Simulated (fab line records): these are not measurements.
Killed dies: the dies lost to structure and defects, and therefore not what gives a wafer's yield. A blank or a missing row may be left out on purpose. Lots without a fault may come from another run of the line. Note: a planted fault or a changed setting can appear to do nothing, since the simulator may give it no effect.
Which of the tools did it? / flow gf180mcu / 7 lots, 21 wafers sampled, at 1 step of a route of 602

WHAT THE GAUGES READ, wafer by wafer
GF_HV_LDD_OVL_MEAS_32.
lot=L157; measured=day 11 23:20; on=overlay-02; HV_LDD_02_OVL (nm)=0.2 -1.8 1.0
lot=L163; measured=day 14 03:07; on=overlay-01; HV_LDD_02_OVL (nm)=0.5 0.6 0.2
lot=L169; measured=day 16 00:31; on=overlay-01; HV_LDD_02_OVL (nm)=-0.8 0.0 0.8
lot=L172; measured=day 16 18:01; on=overlay-01; HV_LDD_02_OVL (nm)=1.7 2.1 2.0
lot=L174; measured=day 17 14:46; on=overlay-02; HV_LDD_02_OVL (nm)=-2.4 -3.3 -1.9
lot=L177; measured=day 18 11:39; on=overlay-02; HV_LDD_02_OVL (nm)=1.6 1.7 1.4
lot=L179; measured=day 19 05:04; on=overlay-01; HV_LDD_02_OVL (nm)=2.3 2.2 0.6

WHAT TOOL EACH LOT RAN ON (gives the tool, then ch and the chambers of the sampled wafers, and finally the start)
Record: no process step prior to these readings.

THE ANSWER, worked out from the rows above alone
Rule: what is usual is taken from the lots themselves. Put in order of their means at a reading, lots are off if they are a third of the lots or fewer, leave a main group of 4 or more, and stand apart from it by a gap of 3 or more times the standard deviation of the main group's means; of several such gaps the widest counts. A main group whose means are all the same, to the digits that the tables above print for the reading, isn't used. A lot without any number at a reading at which 4 lots or more have one is off too. The other lots that the step has rows for count as sound.
Across all readings shown, no lot is off: no conclusion can be drawn from this.

WHAT WAS PUT IN BY THE SIMULATOR
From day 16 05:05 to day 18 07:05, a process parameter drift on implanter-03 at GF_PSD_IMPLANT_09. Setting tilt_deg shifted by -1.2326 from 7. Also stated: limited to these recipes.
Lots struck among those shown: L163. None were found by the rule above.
